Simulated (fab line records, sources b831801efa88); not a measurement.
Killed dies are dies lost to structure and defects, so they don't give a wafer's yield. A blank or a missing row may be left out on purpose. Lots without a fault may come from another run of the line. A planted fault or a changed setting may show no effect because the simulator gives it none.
Which tool did it? | flow sky130 | 12 lots, 36 wafers sampled, at 2 steps of a route of 708

WHAT THE GAUGES READ, wafer by wafer
SKY_METAL3_CD_MEAS_13: target cd 300 nm.
lot  | measured     | on        | cd_nm (nm)
L843 | day 38 18:05 | cd_sem-02 | 301.4 300.9 302.5
L844 | day 38 22:22 | cd_sem-02 | 299.1 298.4 298.0
L846 | day 39 00:23 | cd_sem-01 | 297.1 298.2 297.1
L845 | day 39 10:39 | cd_sem-01 | 301.0 300.0 299.8
L849 | day 40 18:17 | cd_sem-01 | 298.8 298.7 299.2
L850 | day 40 19:16 | cd_sem-02 | 297.9 298.4 299.3
L851 | day 40 20:30 | cd_sem-02 | 300.3 300.7 299.2
L853 | day 41 10:49 | cd_sem-01 | 299.1 300.7 301.1
L859 | day 43 13:05 | cd_sem-01 | 300.1 300.6 302.3
L861 | day 43 20:20 | cd_sem-01 | 299.5 298.2 300.0
L862 | day 43 23:22 | cd_sem-02 | 299.5 300.5 300.6
L863 | day 44 10:25 | cd_sem-02 | 299.6 299.8 299.5

SKY_VIA3_BOW_MEAS_03.
lot  | measured     | on            | VIA3_BOW (um)
L843 | day 38 19:41 | film_metro-03 | 76 85 90
L844 | day 39 00:02 | film_metro-02 | 76 76 76
L846 | day 39 02:01 | film_metro-02 | 63 75 75
L845 | day 39 12:16 | film_metro-01 | 85 76 81
L849 | day 40 19:56 | film_metro-02 | 79 98 70
L850 | day 40 20:52 | film_metro-02 | 83 87 81
L851 | day 40 22:06 | film_metro-02 | 75 77 85
L853 | day 41 12:25 | film_metro-01 | 79 91 82
L859 | day 43 14:46 | film_metro-03 | 82 83 73
L861 | day 43 21:56 | film_metro-01 | 67 89 80
L862 | day 44 00:58 | film_metro-03 | 81 64 85
L863 | day 44 12:01 | film_metro-02 | 73 80 81

WHICH TOOL RAN EACH LOT (tool, then ch and the chambers of the sampled wafers, then the start)
The record holds no process step before these readings.

WHAT THE TOOLS THEMSELVES READ (means of the sampled wafers that have a number; where no wafer has one, the mark that the record gives instead)
The record holds no such reading with a usual standard deviation.

THE ANSWER, worked out from the rows above alone
Rule: what is usual is taken from the lots themselves. Put in order of their means at a reading, lots are off if they are a third of the lots or fewer, leave a main group of 4 or more, and stand apart from it by a gap of 3 or more times the standard deviation of the main group's means; of several such gaps the widest counts. A main group whose means are all the same, to the digits that the tables above print for the reading, isn't used. A lot without any number at a reading at which 4 lots or more have one is off too. The other lots that the step has rows for count as sound. The gauges are gone through in route order, then the tools' own readings, and for those a lot's mean is taken as printed above. The first step at which some lot is off is used, and at that step the reading that is off furthest; a lot without a number counts as furthest.
No lot is off at any reading shown: from this, nothing can be told.

WHAT THE SIMULATOR HAD PUT IN
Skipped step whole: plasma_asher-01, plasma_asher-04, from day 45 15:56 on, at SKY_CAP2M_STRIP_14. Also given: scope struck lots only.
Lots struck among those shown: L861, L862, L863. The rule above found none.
